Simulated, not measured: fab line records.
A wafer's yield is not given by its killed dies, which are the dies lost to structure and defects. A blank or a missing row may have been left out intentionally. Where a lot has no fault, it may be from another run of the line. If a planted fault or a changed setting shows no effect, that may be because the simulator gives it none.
Which tool was responsible? + flow gf180mcu + Sampling: 14 lots, 42 wafers, 6 of 602 route steps

== WHAT EACH GAUGE READ, for each wafer ==
GF_STI_CD_MEAS_12: the cd target is 220 nm.
| lot  | measured    | on        | cd-nm (nm)        |
|------|-------------|-----------|-------------------|
| L527 | day 2 02:29 | cd-sem-01 | 220.2 222.1 220.1 |
| L528 | day 2 06:28 | cd-sem-01 | 218.9 218.5 219.5 |
| L529 | day 2 12:06 | cd-sem-02 | 218.8 218.8 218.3 |
| L530 | day 2 16:36 | cd-sem-02 | 220.6 218.8 218.2 |
| L531 | day 2 22:37 | cd-sem-01 | 222.5 221.6 221.6 |
| L532 | day 3 03:06 | cd-sem-02 | 220.0 219.9 220.5 |
| L533 | day 3 08:08 | cd-sem-01 | 218.7 219.3 218.2 |
| L536 | day 4 00:45 | cd-sem-01 | 221.8 221.1 222.4 |
| L541 | day 5 00:47 | cd-sem-01 | 221.2 221.1 220.6 |
| L542 | day 5 06:33 | cd-sem-02 | 219.0 218.7 219.2 |
| L544 | day 5 16:58 | cd-sem-01 | 218.9 218.9 218.6 |
| L546 | day 6 05:09 | cd-sem-01 | 217.3 217.5 217.7 |
| L547 | day 6 08:38 | cd-sem-01 | 221.4 221.7 220.9 |
| L550 | day 7 00:03 | cd-sem-01 | 221.7 220.3 221.8 |

GF_STI_THK_MEAS_30.
| lot  | measured    | on            | STI_OXIDATION_02_THK (nm) |
|------|-------------|---------------|---------------------------|
| L527 | day 2 07:23 | film-metro-03 | 9.91 10.11 9.95           |
| L528 | day 2 11:02 | film-metro-02 | 10.44 10.29 10.26         |
| L529 | day 2 17:26 | film-metro-03 | 9.89 9.61 9.79            |
| L530 | day 2 21:27 | film-metro-02 | 9.98 9.93 9.98            |
| L531 | day 3 03:00 | film-metro-03 | 10.05 10.07 10.11         |
| L532 | day 3 07:52 | film-metro-01 | 9.87 9.89 9.80            |
| L533 | day 3 13:01 | film-metro-02 | 10.50 10.19 10.13         |
| L536 | day 4 05:59 | film-metro-02 | 9.74 9.69 9.60            |
| L541 | day 5 08:05 | film-metro-02 | 9.89 9.74 9.65            |
| L542 | day 5 13:27 | film-metro-01 | 9.92 10.06 9.84           |
| L544 | day 5 21:39 | film-metro-02 | 9.91 9.79 9.82            |
| L546 | day 6 10:12 | film-metro-01 | 9.86 10.14 9.97           |
| L547 | day 6 15:39 | film-metro-01 | 9.88 9.94 9.85            |
| L550 | day 7 04:41 | film-metro-02 | 9.97 10.02 10.02          |

GF_MVPSD_TW_MEAS_11.
| lot  | measured     | on            | MVPSD_TW    |
|------|--------------|---------------|-------------|
| L527 | day 5 01:17  | film-metro-02 | 553 550 550 |
| L528 | day 5 06:20  | film-metro-04 | 553 554 554 |
| L529 | day 5 14:18  | film-metro-04 | 556 552 555 |
| L530 | day 5 18:36  | film-metro-04 | 556 555 555 |
| L531 | day 6 00:08  | film-metro-01 | 551 549 553 |
| L532 | day 6 06:49  | film-metro-04 | 553 554 553 |
| L533 | day 6 13:04  | film-metro-04 | 554 554 549 |
| L536 | day 7 08:32  | film-metro-04 | 554 557 553 |
| L541 | day 8 15:37  | film-metro-01 | 547 544 546 |
| L542 | day 8 20:28  | film-metro-04 | 553 552 551 |
| L544 | day 9 06:24  | film-metro-02 | 603 606 605 |
| L546 | day 9 19:58  | film-metro-04 | 611 610 608 |
| L547 | day 10 03:29 | film-metro-04 | 612 609 613 |
| L550 | day 10 18:24 | film-metro-02 | 548 550 550 |

GF_VT_IMPLANT_RS_MEAS_49: a four-point-probe measurement.
| lot  | measured     | on            | MVPSD_RS (ohm/sq)    |
|------|--------------|---------------|----------------------|
| L527 | day 7 13:43  | film-metro-01 | 1168.9 1171.2 1172.1 |
| L528 | day 7 18:49  | film-metro-02 | 1168.0 1165.5 1166.6 |
| L529 | day 8 05:28  | film-metro-02 | 1174.7 1167.6 1169.1 |
| L530 | day 8 09:35  | film-metro-02 | 1169.2 1168.6 1168.9 |
| L531 | day 8 15:44  | film-metro-02 | 1162.1 1165.3 1164.4 |
| L532 | day 8 23:20  | film-metro-04 | 1168.8 1165.4 1167.1 |
| L533 | day 9 07:06  | film-metro-02 | 1164.9 1165.1 1168.0 |
| L536 | day 10 04:52 | film-metro-01 | 1168.8 1167.2 1167.4 |
| L541 | day 11 14:55 | film-metro-04 | 1166.2 1169.5 1170.4 |
| L542 | day 11 21:07 | film-metro-01 | 1166.7 1168.0 1170.6 |
| L544 | day 12 07:48 | film-metro-04 | 1346.8 1345.1 1349.7 |
| L546 | day 13 00:01 | film-metro-04 | 1346.7 1346.2 1348.2 |
| L547 | day 13 08:15 | film-metro-02 | 1341.5 1341.6 1346.9 |
| L550 | day 14 00:04 | film-metro-02 | 1165.4 1162.2 1167.1 |

GF_HV_LDD_OVL_MEAS_32.
| lot  | measured     | on         | HV_LDD_02_OVL (nm) |
|------|--------------|------------|--------------------|
| L527 | day 11 13:27 | overlay-01 | -1.5 -0.1 0.8      |
| L528 | day 11 17:55 | overlay-02 | -3.2 -1.0 -1.0     |
| L529 | day 12 06:17 | overlay-01 | 0.1 2.2 -0.2       |
| L530 | day 12 11:44 | overlay-01 | -0.2 3.1 1.9       |
| L531 | day 12 18:07 | overlay-02 | 0.0 1.8 -0.5       |
| L532 | day 13 02:32 | overlay-01 | 0.9 -0.3 -0.2      |
| L533 | day 13 11:24 | overlay-01 | 1.3 1.3 0.6        |
| L536 | day 14 14:37 | overlay-02 | -2.0 -0.2 -1.7     |
| L541 | day 16 08:22 | overlay-02 | 2.4 1.2 0.7        |
| L542 | day 16 19:07 | overlay-02 | -1.0 -1.2 -1.2     |
| L544 | day 17 14:54 | overlay-01 | 2.8 4.5 2.5        |
| L546 | day 18 05:05 | overlay-01 | 1.1 1.5 0.0        |
| L547 | day 18 19:43 | overlay-01 | 0.6 -2.7 0.5       |
| L550 | day 19 05:35 | overlay-02 | -3.6 -4.3 -2.5     |

== WHICH TOOL RAN EACH LOT (tool, then ch and the chambers of the sampled wafers, then the start) ==
| lot  | GF_MVPSD_IMPLANT_08             |
|------|---------------------------------|
| L527 | implanter-02 ch 0, day 5 00:53  |
| L528 | implanter-02 ch 0, day 5 05:59  |
| L529 | implanter-02 ch 0, day 5 13:55  |
| L530 | implanter-03 ch 0, day 5 18:13  |
| L531 | implanter-03 ch 0, day 5 23:44  |
| L532 | implanter-01 ch 0, day 6 06:26  |
| L533 | implanter-03 ch 0, day 6 12:40  |
| L536 | implanter-02 ch 0, day 7 08:08  |
| L541 | implanter-01 ch 0, day 8 15:03  |
| L542 | implanter-02 ch 0, day 8 20:04  |
| L544 | implanter-03 ch 0, day 9 06:01  |
| L546 | implanter-03 ch 0, day 9 19:35  |
| L547 | implanter-03 ch 0, day 10 03:05 |
| L550 | implanter-01 ch 0, day 10 18:00 |
- GF_MVPSD_IMPLANT_08

== WHAT THE TOOLS THEMSELVES READ (means of the sampled wafers that have a number; where no wafer has one, the mark that the record gives instead) ==
GF_MVPSD_IMPLANT_08.
| lot  | tool         | tilt-deg (degrees) |
|------|--------------|--------------------|
| L527 | implanter-02 | 0.008              |
| L528 | implanter-02 | 0.016              |
| L529 | implanter-02 | 0.007              |
| L530 | implanter-03 | 0.010              |
| L531 | implanter-03 | -0.009             |
| L532 | implanter-01 | 0.005              |
| L533 | implanter-03 | 0.024              |
| L536 | implanter-02 | -0.014             |
| L541 | implanter-01 | 0.004              |
| L542 | implanter-02 | -0.012             |
| L544 | implanter-03 | 4.202              |
| L546 | implanter-03 | 4.224              |
| L547 | implanter-03 | 4.171              |
| L550 | implanter-01 | -0.015             |

== THE ANSWER, worked out from the rows above alone ==
Rule: usual is defined by the lots themselves. The widest of any qualifying gaps counts: lots, ordered by their means at a reading, are off when they make up no more than a third of the lots, leave a main group of 4 or more, and stand apart from it by 3 or more times the standard deviation of that group's means. A main group is skipped when, at the precision printed for the reading in the tables above, its means are all equal. A lot without any number at a reading at which 4 lots or more have one is off too. Where the step has rows for the other lots, those lots are counted as sound. After the gauges, taken in route order, come the tools' own readings; for these a lot's mean is taken, as printed above. At the first step where some lot is off, the reading lying furthest off is the one used; lots without a number count as furthest.
Off: L544, L546, L547, at GF_MVPSD_TW_MEAS_11 (MVPSD_TW). Mean 552 and standard deviation 2.7 in the main group.
If a tool, at a process step before that reading, ran all the lots that are off and no sound lot after the first of them, it fits. The gauges at GF_MVPSD_TW_MEAS_11 aren't tried: what is off there is off at GF_MVPSD_IMPLANT_08 too, on other tools, and a gauge's error can't cause that. One candidate fits, namely implanter-03 at GF_MVPSD_IMPLANT_08. A fault onset in the window from L533 (day 6 12:40, its last sound lot) to L544 (day 9 06:01, its first lot off) fits.
The tool's own readings at GF_MVPSD_IMPLANT_08 bear it out: on the lots that are off they differ by more than 5 times the standard deviation of the sound lots' means. tilt-deg reads 4.199 degrees there against 0.002 degrees on the sound lots.

== WHAT HAD BEEN PUT IN BY THE SIMULATOR ==
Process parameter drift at GF_MVPSD_IMPLANT_08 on implanter-03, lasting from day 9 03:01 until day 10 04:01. The setting tilt-deg was moved by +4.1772, starting from 0. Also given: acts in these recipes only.
Shown lots that were struck: L544, L546, L547. The rule given above showed the same thing.
